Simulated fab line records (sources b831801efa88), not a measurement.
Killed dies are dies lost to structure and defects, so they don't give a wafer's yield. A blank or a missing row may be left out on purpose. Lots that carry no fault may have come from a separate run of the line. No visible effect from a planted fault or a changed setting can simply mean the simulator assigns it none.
fab line records    flow sky130
record lots=7  wafers=21  last_day=50
route steps=708 shown METAL5@678 PASSIVATION@681
lots that met no fault: taken from a fault-free run of the same line
start_h: hours from the record's opening day to when the first of the lot's shown wafers began    wait_h: hours elapsed since this lot's preceding step    " unchanged from the row above    L1.1+2: a single row standing in for several wafers    - no value present, or no start provided    * or withheld: withheld    < > ~ a bound
route shown NAME@n: a module of which the file shows steps, and the number in the route of the first    usual: average and standard deviation across the fault-free wafers    same: alike in all rows    chamber/n: place in a boat    sites: each site's reading    _std_site: the values' standard deviation    _edge_site: inner sites' mean taken away from outer sites' mean    radius_mm: how far each site lies from the wafer's centre    mask NAME#n: copy n    behind: tool/chamber where the wafer was last shaped    hold: why the lot was held/for how many hours/how that ended    device: transistor that didn't switch, given as n, p or np    end of line: the tests these same wafers got at the end of their route    a step without rows: its recipe alone    killed: count of dies lost to structure and defects at first sort (not the wafer's yield)    map: a wafer's dies, x killed, . not, _ none there
set.NAME: the run value of the setting; set.NAME@STEP: its run value at that earlier step    model.NAME: the simulator's own value behind a step, which no gauge read
lots at some steps of the route; a table a step, a row a wafer
services: the hour from which a tool's chamber was out of use, counted from the record's first day as start_h (under 0 if before that day), plus the number of hours and why
## steps
# step SKY_METAL5_STRIP_17
# recipe chemistry=post_etch_residue_remover  time_s=1200  temp_c=71.43
# step SKY_METAL5_CLEAN_18
# recipe chemistry=IPA  time_s=180  temp_c=25
# step SKY_METAL5_CLEAN_19
# recipe chemistry=O3/DIW  dry=n2_spin
# step SKY_PASSIVATION_CVD_00
# recipe material=SiO2  target_thk_nm=90  temp_c=400  time_s=withheld  rf_w=600
# usual heater_power_w=660/56
lot.wafer  tool      chamber  start_h  wait_h  heater_power_w
L740.3     pecvd-01  2        1037.41  0.0     709
L740.4     "         1        "        "       644
L740.6     "         0        "        "       727
L752.1     pecvd-01  1        1134.20  0.0     727
L752.2     "         0        "        "       647
L752.4     "         1        "        "       727
L753.1     pecvd-03  1        1135.23  0.0     775
L753.2     "         0        "        "       555
L753.4     "         2        "        "       575
L754.2     pecvd-02  1        1136.40  0.0     643
L754.3     "         2        "        "       756
L754.6     "         2        "        "       743
L756.2     pecvd-01  0        1140.62  0.0     611
L756.4     "         0        "        "       631
L756.6     "         1        "        "       601
L759.1     pecvd-03  1        1161.41  0.0     653
L759.4     "         2        "        "       677
L759.6     "         0        "        "       673
L760.2     pecvd-01  0        1163.12  0.0     626
L760.5     "         0        "        "       625
L760.6     "         1        "        "       694
# step SKY_PASSIVATION_THK_MEAS_01
# recipe reads=SiO2_of_PASSIVATION_CVD_00
# usual PASSIVATION_CVD_00_THK=90.1/1.3
lot.wafer  tool           chamber  start_h  wait_h  PASSIVATION_CVD_00_THK[nm]
L740.3     film_metro-04  -        1037.46  -       90.3
L740.4     "              -        "        "       91.3
L740.6     "              -        "        "       92.6
L752.1     film_metro-04  -        1134.23  -       89.5
L752.2     "              -        "        "       89.3
L752.4     "              -        "        "       91.3
L753.1     film_metro-04  -        1135.25  -       88.7
L753.2     "              -        "        "       89.3
L753.4     "              -        "        "       90.0
L754.2     film_metro-02  -        1136.43  -       87.4
L754.3     "              -        "        "       87.6
L754.6     "              -        "        "       89.3
L756.2     film_metro-02  -        1140.65  -       88.6
L756.4     "              -        "        "       91.3
L756.6     "              -        "        "       90.7
L759.1     film_metro-01  -        1161.43  -       89.6
L759.4     "              -        "        "       90.6
L759.6     "              -        "        "       91.0
L760.2     film_metro-01  -        1163.15  -       89.6
L760.5     "              -        "        "       90.2
L760.6     "              -        "        "       91.3
# step SKY_PASSIVATION_CVD_02
# recipe material=Si3N4  target_thk_nm=540  temp_c=400  time_s=withheld  rf_w=450
# usual heater_power_w=716/61
lot.wafer  tool      chamber  start_h  wait_h  heater_power_w
L740.3     pecvd-03  2        1037.50  0.0     736
L740.4     "         0        "        "       608
L740.6     "         2        "        "       741
L752.1     pecvd-02  2        1134.29  0.1     813
L752.2     "         1        "        "       707
L752.4     "         2        "        "       839
L753.1     pecvd-01  2        1135.31  0.1     772
L753.2     "         0        "        "       668
L753.4     "         1        "        "       757
L754.2     pecvd-03  0        1136.48  0.0     646
L754.3     "         1        "        "       817
L754.6     "         0        "        "       689
L756.2     pecvd-02  2        1140.70  0.0     842
L756.4     "         1        "        "       723
L756.6     "         1        "        "       721
L759.1     pecvd-02  2        1161.49  0.1     766
L759.4     "         0        "        "       654
L759.6     "         2        "        "       763
L760.2     pecvd-03  2        1163.20  0.0     702
L760.5     "         2        "        "       728
L760.6     "         1        "        "       812
# step SKY_PASSIVATION_THK_MEAS_03
# recipe reads=Si3N4_of_PASSIVATION_CVD_02
# usual PASSIVATION_CVD_02_THK=538/7.4
lot.wafer  tool           chamber  start_h  wait_h  PASSIVATION_CVD_02_THK[nm]
L740.3     film_metro-01  -        1037.74  -       535
L740.4     "              -        "        "       556
L740.6     "              -        "        "       545
L752.1     film_metro-02  -        1134.62  -       526
L752.2     "              -        "        "       521
L752.4     "              -        "        "       543
L753.1     film_metro-01  -        1135.53  -       529
L753.2     "              -        "        "       533
L753.4     "              -        "        "       538
L754.2     film_metro-01  -        1136.72  -       537
L754.3     "              -        "        "       536
L754.6     "              -        "        "       541
L756.2     film_metro-01  -        1141.04  -       523
L756.4     "              -        "        "       535
L756.6     "              -        "        "       531
L759.1     film_metro-01  -        1161.71  -       533
L759.4     "              -        "        "       539
L759.6     "              -        "        "       541
L760.2     film_metro-04  -        1163.43  -       531
L760.5     "              -        "        "       538
L760.6     "              -        "        "       543
# step SKY_PASSIVATION_DEHYDRATE_04
# recipe temp_c=200  time_s=60
# step SKY_PASSIVATION_HMDS_05
# recipe prime_time_s=60  prime_temp_c=120
# step SKY_PASSIVATION_COAT_06
# recipe spin_rpm=2000  resist_thk_nm=3000
# step SKY_PASSIVATION_SOFTBAKE_07
# recipe temp_c=110  time_s=withheld
# step SKY_PASSIVATION_EXPOSE_08
# recipe mask_id=NSM  target_cd_nm=3000  na=0.57  dose_mj=260
# step SKY_PASSIVATION_PEB_09
# recipe temp_c=115  time_s=withheld
# usual chill_plate_temp_C=22.98/0.1  exhaust_pa=45.0/0.81
lot.wafer  tool            chamber  start_h  wait_h  chill_plate_temp_C  exhaust_pa
L740.3     litho_track-04  0        1059     -       23.16               44.6
L740.4     "               0        "        "       22.94               43.5
L740.6     "               0        "        "       23.10               45.3
L752.1     litho_track-01  -        1151     -       -                   -
L752.2     "               -        "        "       -                   -
L752.4     "               -        "        "       -                   -
L753.1     litho_track-02  -        1153     -       -                   -
L753.2     "               -        "        "       -                   -
L753.4     "               -        "        "       -                   -
L754.2     litho_track-04  -        1154     -       -                   -
L754.3     "               -        "        "       -                   -
L754.6     "               -        "        "       -                   -
L756.2     litho_track-01  0        1158     -       22.98               44.2
L756.4     "               0        "        "       22.98               43.8
L756.6     "               0        "        "       22.75               44.8
L759.1     litho_track-01  0        1177     -       22.96               43.2
L759.4     "               0        1178     -       22.88               43.8
L759.6     "               0        "        "       22.99               44.6
L760.2     litho_track-02  0        1179     -       22.99               45.2
L760.5     "               0        1180     -       22.96               45.7
L760.6     "               0        "        "       22.87               44.1
# step SKY_PASSIVATION_DEVELOP_10
# recipe develop_time_s=60  dev_temp_c=23
## services
tool      chamber  start_h  hours  kind
pecvd-03  2        1028.57  2.1    scheduled_down
pecvd-02  -        1035.78  2.8    pm
pecvd-03  2        1052.72  5.5    scheduled_down
pecvd-01  1        1074.39  2.1    scheduled_down
pecvd-01  0        1125.00  5.5    scheduled_down
pecvd-02  0        1130.55  5.5    scheduled_down
pecvd-02  0        1138.93  2.1    scheduled_down
pecvd-01  2        1141.53  18.1   repair
pecvd-02  1        1166.43  2.1    scheduled_down
## key
first_sign step=SKY_PASSIVATION_PEB_09  reading=tool_record  direction=missing
effect none on later readings
met_at SKY_PASSIVATION_PEB_09
struck_wafers L752.1,L752.2,L752.4,L753.1,L753.2,L753.4,L754.2,L754.3,L754.6
sort_left_out L752.1,L752.2,L752.4,L753.1,L753.2,L753.4,L754.2,L754.3,L754.6
onset_between 1059 1151
fault kind=skipped_step_whole  tool=litho_track-01,litho_track-02,litho_track-04  chamber=-  onset_h=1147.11  steps=SKY_PASSIVATION_PEB_09  scope=struck_lots_only
# sort_left_out: the simulated sort isn't trusted on such a fault, so these wafers' sort isn't shown, and their yield isn't known
